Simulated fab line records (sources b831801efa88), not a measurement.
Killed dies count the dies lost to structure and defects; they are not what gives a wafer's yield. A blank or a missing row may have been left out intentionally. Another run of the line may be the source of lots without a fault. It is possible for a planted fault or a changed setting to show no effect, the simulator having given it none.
Which tool did it? :: flow gf180mcu :: 12 lots with 36 wafers sampled at 4 steps, on a route of 602 steps

WHAT THE GAUGES SHOWED, per wafer
GF_MVPSD_TW_MEAS_11.
lot: L223
measured: day 5 03:13
on: film_metro-04
MVPSD_TW: 549.2 547.8 547.0

lot: L224
measured: day 5 08:35
on: film_metro-01
MVPSD_TW: 550.2 552.5 554.6

lot: L225
measured: day 5 13:02
on: film_metro-01
MVPSD_TW: 553.9 551.0 551.4

lot: L226
measured: day 5 19:38
on: film_metro-03
MVPSD_TW: 558.3 554.9 556.5

lot: L227
measured: day 6 05:48
on: film_metro-01
MVPSD_TW: 553.4 552.5 554.7

lot: L229
measured: day 6 18:34
on: film_metro-04
MVPSD_TW: 547.5 546.8 550.3

lot: L230
measured: day 7 00:18
on: film_metro-04
MVPSD_TW: 551.1 549.5 551.9

lot: L238
measured: day 8 19:40
on: film_metro-03
MVPSD_TW: 607.1 609.3 609.4

lot: L239
measured: day 9 02:43
on: film_metro-01
MVPSD_TW: 606.8 606.2 605.8

lot: L243
measured: day 10 00:58
on: film_metro-04
MVPSD_TW: 551.2 548.7 547.6

lot: L244
measured: day 10 05:35
on: film_metro-03
MVPSD_TW: 549.4 551.0 553.9

lot: L245
measured: day 10 14:23
on: film_metro-04
MVPSD_TW: 546.6 549.4 546.2

GF_VT_IMPLANT_RS_MEAS_49: measures by four-point-probe.
lot: L223
measured: day 7 17:34
on: film_metro-03
MVPSD_RS (ohm/sq): 1168.1 1167.7 1168.8

lot: L224
measured: day 8 00:36
on: film_metro-01
MVPSD_RS (ohm/sq): 1165.5 1165.1 1165.2

lot: L225
measured: day 8 05:44
on: film_metro-04
MVPSD_RS (ohm/sq): 1167.4 1166.6 1173.8

lot: L226
measured: day 8 12:22
on: film_metro-04
MVPSD_RS (ohm/sq): 1162.5 1165.7 1163.9

lot: L227
measured: day 8 22:32
on: film_metro-04
MVPSD_RS (ohm/sq): 1173.3 1168.0 1171.7

lot: L229
measured: day 9 14:37
on: film_metro-03
MVPSD_RS (ohm/sq): 1168.8 1168.2 1167.3

lot: L230
measured: day 9 20:53
on: film_metro-03
MVPSD_RS (ohm/sq): 1159.1 1161.3 1161.2

lot: L238
measured: day 11 22:10
on: film_metro-04
MVPSD_RS (ohm/sq): 1343.6 1347.2 1342.9

lot: L239
measured: day 12 03:41
on: film_metro-01
MVPSD_RS (ohm/sq): 1346.9 1347.2 1343.8

lot: L243
measured: day 13 06:25
on: film_metro-03
MVPSD_RS (ohm/sq): 1165.4 1167.7 1166.5

lot: L244
measured: day 13 10:56
on: film_metro-04
MVPSD_RS (ohm/sq): 1167.7 1169.1 1168.7

lot: L245
measured: day 13 19:41
on: film_metro-04
MVPSD_RS (ohm/sq): 1168.5 1169.9 1166.6

GF_V1_THK_MEAS_25: measures by xrf.
lot: L223
measured: day 18 13:13
on: film_metro-02
V1_W_THK (nm): 355 351 354

lot: L224
measured: day 18 19:34
on: film_metro-01
V1_W_THK (nm): 363 362 363

lot: L225
measured: day 19 00:35
on: film_metro-01
V1_W_THK (nm): 356 353 354

lot: L226
measured: day 19 19:58
on: film_metro-02
V1_W_THK (nm): 358 357 356

lot: L227
measured: day 20 00:59
on: film_metro-02
V1_W_THK (nm): 358 361 358

lot: L229
measured: day 21 04:28
on: film_metro-03
V1_W_THK (nm): 354 358 356

lot: L230
measured: day 21 11:01
on: film_metro-01
V1_W_THK (nm): 357 352 353

lot: L238
measured: day 23 22:26
on: film_metro-02
V1_W_THK (nm): 354 358 355

lot: L239
measured: day 24 07:35
on: film_metro-01
V1_W_THK (nm): 357 353 353

lot: L243
measured: day 25 11:03
on: film_metro-02
V1_W_THK (nm): 359 357 358

lot: L244
measured: day 25 16:38
on: film_metro-03
V1_W_THK (nm): 353 357 354

lot: L245
measured: day 26 01:58
on: film_metro-02
V1_W_THK (nm): 358 359 359

EACH LOT AND THE TOOL THAT RAN IT (in order: tool; ch and the chambers of the sampled wafers; start)
lot: L223
GF_MVPSD_IMPLANT_08: implanter-01 ch 0, day 5 02:49

lot: L224
GF_MVPSD_IMPLANT_08: implanter-04 ch 0, day 5 08:11

lot: L225
GF_MVPSD_IMPLANT_08: implanter-01 ch 0, day 5 12:41

lot: L226
GF_MVPSD_IMPLANT_08: implanter-02 ch 0, day 5 19:15

lot: L227
GF_MVPSD_IMPLANT_08: implanter-04 ch 0, day 6 05:24

lot: L229
GF_MVPSD_IMPLANT_08: implanter-01 ch 0, day 6 18:12

lot: L230
GF_MVPSD_IMPLANT_08: implanter-02 ch 0, day 6 23:54

lot: L238
GF_MVPSD_IMPLANT_08: implanter-04 ch 0, day 8 19:18

lot: L239
GF_MVPSD_IMPLANT_08: implanter-04 ch 0, day 9 02:19

lot: L243
GF_MVPSD_IMPLANT_08: implanter-02 ch 0, day 10 00:34

lot: L244
GF_MVPSD_IMPLANT_08: implanter-01 ch 0, day 10 05:14

lot: L245
GF_MVPSD_IMPLANT_08: implanter-02 ch 0, day 10 14:02
- GF_MVPSD_IMPLANT_08

AS READ BY THE TOOLS THEMSELVES (means over the sampled wafers that have a number; for cases with no such wafer, the mark the record gives instead)
GF_MVPSD_IMPLANT_08.
lot: L223
tool: implanter-01
tilt_deg (degrees): 0.011

lot: L224
tool: implanter-04
tilt_deg (degrees): -0.026

lot: L225
tool: implanter-01
tilt_deg (degrees): -0.004

lot: L226
tool: implanter-02
tilt_deg (degrees): 0.010

lot: L227
tool: implanter-04
tilt_deg (degrees): -0.006

lot: L229
tool: implanter-01
tilt_deg (degrees): 0.008

lot: L230
tool: implanter-02
tilt_deg (degrees): 0.012

lot: L238
tool: implanter-04
tilt_deg (degrees): 4.234

lot: L239
tool: implanter-04
tilt_deg (degrees): 4.261

lot: L243
tool: implanter-02
tilt_deg (degrees): 0.003

lot: L244
tool: implanter-01
tilt_deg (degrees): -0.014

lot: L245
tool: implanter-02
tilt_deg (degrees): 0.025

THE ANSWER, worked out from the rows above alone
Rule: the lots themselves supply what counts as usual. Put in order of their means at a reading, lots are off if they are a third of the lots or fewer, leave a main group of 4 or more, and stand apart from it by a gap of 3 or more times the standard deviation of the main group's means; of several such gaps the widest counts. A main group is skipped when, at the precision printed for the reading in the tables above, its means are all equal. Also off: a lot with no number at a reading for which 4 or more lots have one. All remaining lots with rows at the step are treated as sound. Order of review: gauges by route order, followed by the tools' own readings, for which a lot's mean as printed above is used. At the first step where some lot is off, the reading lying furthest off is the one used; lots without a number count as furthest.
Off: L238, L239, seen at GF_MVPSD_TW_MEAS_11 (MVPSD_TW). Main group: mean 551.0, sd 2.7.
A tool fits if, at a process step before that reading, it ran every lot that is off, and no sound lot after the first of them. The gauges at GF_MVPSD_TW_MEAS_11 aren't tried: what is off there is off at GF_MVPSD_IMPLANT_08 too, on other tools, and a gauge's error can't cause that. One fits: GF_MVPSD_IMPLANT_08 on implanter-04. A fault onset in the window from L227 (day 6 05:24, its last sound lot) to L238 (day 8 19:18, its first lot off) fits.
The tool's own readings at GF_MVPSD_IMPLANT_08 bear it out: on the lots that are off they differ by more than 5 times the standard deviation of the sound lots' means. tilt_deg reads 4.248 degrees there against 0.002 degrees on the sound lots.

WHAT THE SIMULATOR PUT IN
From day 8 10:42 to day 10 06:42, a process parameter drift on implanter-04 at GF_MVPSD_IMPLANT_08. Setting tilt_deg, moved by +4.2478, from 0. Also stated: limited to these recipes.
Struck lots among those shown: L238, L239. The rule above reached the same finding.
